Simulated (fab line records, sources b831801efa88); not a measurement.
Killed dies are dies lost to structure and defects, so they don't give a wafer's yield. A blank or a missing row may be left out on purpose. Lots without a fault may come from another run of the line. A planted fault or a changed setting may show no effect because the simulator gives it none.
Which tool did it? | flow gf180mcu | 11 lots, 33 wafers sampled, at 1 step of a route of 602

WHAT THE GAUGES READ, wafer by wafer
GF_M2_RS_MEAS_05: measures by four-point-probe.
lot  | measured     | on            | M2_ALCU_RS (ohm/sq)
L335 | day 18 10:25 | film_metro-02 | 0.0715 0.0708 0.0705
L337 | day 19 10:25 | film_metro-02 | 0.0703 0.0703 0.0700
L339 | day 20 04:38 | film_metro-04 | 0.0702 0.0695 0.0698
L340 | day 20 14:44 | film_metro-04 | 0.0690 0.0694 0.0698
L343 | day 21 21:42 | film_metro-04 | 0.0686 0.0693 0.0692
L344 | day 22 05:18 | film_metro-02 | 0.0701 0.0695 0.0700
L351 | day 24 09:57 | film_metro-04 | 0.0697 0.0695 0.0692
L352 | day 24 19:08 | film_metro-02 | 0.0703 0.0700 0.0705
L354 | day 25 11:59 | film_metro-02 | 0.0703 0.0702 0.0703
L355 | day 25 14:20 | film_metro-04 | 0.0696 0.0698 0.0708
L356 | day 25 21:50 | film_metro-02 | 0.0691 0.0690 0.0692

WHICH TOOL RAN EACH LOT (tool, then ch and the chambers of the sampled wafers, then the start)
The record holds no process step before these readings.

THE ANSWER, worked out from the rows above alone
Rule: what is usual is taken from the lots themselves. Put in order of their means at a reading, lots are off if they are a third of the lots or fewer, leave a main group of 4 or more, and stand apart from it by a gap of 3 or more times the standard deviation of the main group's means; of several such gaps the widest counts. A main group whose means are all the same, to the digits that the tables above print for the reading, isn't used. A lot without any number at a reading at which 4 lots or more have one is off too. The other lots that the step has rows for count as sound.
No lot is off at any reading shown: from this, nothing can be told.

WHAT THE SIMULATOR HAD PUT IN
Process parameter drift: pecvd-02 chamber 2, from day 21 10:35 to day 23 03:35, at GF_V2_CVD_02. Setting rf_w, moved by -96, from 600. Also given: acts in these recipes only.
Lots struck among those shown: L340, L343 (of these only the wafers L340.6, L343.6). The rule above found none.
